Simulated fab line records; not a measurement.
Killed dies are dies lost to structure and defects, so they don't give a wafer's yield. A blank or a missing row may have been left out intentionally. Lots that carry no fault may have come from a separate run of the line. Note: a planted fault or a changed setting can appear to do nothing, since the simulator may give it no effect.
Which tool did it? -- flow gf180mcu -- 19 wafers from 7 lots sampled at 3 of the route's 602 steps

WHAT THE GAUGES READ, wafer by wafer
GF_VT_IMPLANT_RS_MEAS_47: a four-point-probe measurement.
lot,measured,on,NWELL_RS (ohm/sq)
L106,day 7 21:18,film metro-04,486.8 486.4 486.3
L113,day 10 00:47,film metro-01,475.5 475.7
L117,day 11 03:10,film metro-02,488.0 487.9 488.5
L120,day 11 22:31,film metro-02,486.2 485.7 487.5
L123,day 13 09:16,film metro-01,486.6 485.9 487.0
L125,day 13 14:50,film metro-01,488.2 487.7 487.0
L127,day 14 06:15,film metro-02,488.4 487.8 489.0

WHAT TOOL EACH LOT RAN ON (gives the tool, then ch and the chambers of the sampled wafers, and finally the start)
lot,GF_NWELL_IMPLANT_09,GF_NWELL_STRIP_10
L106,"implanter-02 ch 0, day 3 16:46","plasma asher-01 ch 0,1, day 3 16:54"
L113,"implanter-02 ch 0, day 5 09:29","plasma asher-03 ch 0, day 5 09:35"
L117,"implanter-04 ch 0, day 6 05:26","plasma asher-03 ch 0,1, day 6 05:34"
L120,"implanter-04 ch 0, day 6 22:15","plasma asher-03 ch 0,1, day 6 22:24"
L123,"implanter-04 ch 0, day 8 01:26","plasma asher-01 ch 0,1, day 8 01:35"
L125,"implanter-01 ch 0, day 8 06:42","plasma asher-03 ch 0,1, day 8 06:49"
L127,"implanter-01 ch 0, day 8 18:33","plasma asher-03 ch 0,1, day 8 18:42"
- GF_NWELL_IMPLANT_09
- GF_NWELL_STRIP_10: strips in O2/N2.

THE ANSWER, worked out from the rows above alone
Rule: the lots themselves supply what counts as usual. The widest of any qualifying gaps counts: lots, ordered by their means at a reading, are off when they make up no more than a third of the lots, leave a main group of 4 or more, and stand apart from it by 3 or more times the standard deviation of that group's means. Not used: any main group whose means are identical at the precision the tables above print for the reading. Also off: a lot with no number at a reading for which 4 or more lots have one. The other lots that the step has rows for count as sound.
Off: at GF_VT_IMPLANT_RS_MEAS_47 (NWELL_RS), L113. For the main group the mean is 487.3 ohm/sq and the standard deviation 0.82.
If a tool, at a process step before that reading, ran all the lots that are off and no sound lot after the first of them, it fits. Gauges at GF_VT_IMPLANT_RS_MEAS_47: tried the same way as those tools. One fits: implanter-02 at GF_NWELL_IMPLANT_09. Its last sound lot is L106 (day 3 16:46), its first lot that is off L113 (day 5 09:29): a fault that began between those two fits.

WHAT THE SIMULATOR HAD PUT IN
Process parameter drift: implanter-02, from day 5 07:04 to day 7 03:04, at GF_NWELL_IMPLANT_09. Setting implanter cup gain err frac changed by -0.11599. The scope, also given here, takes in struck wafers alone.
Struck lots among those shown: L113. The rule above reached the same finding.
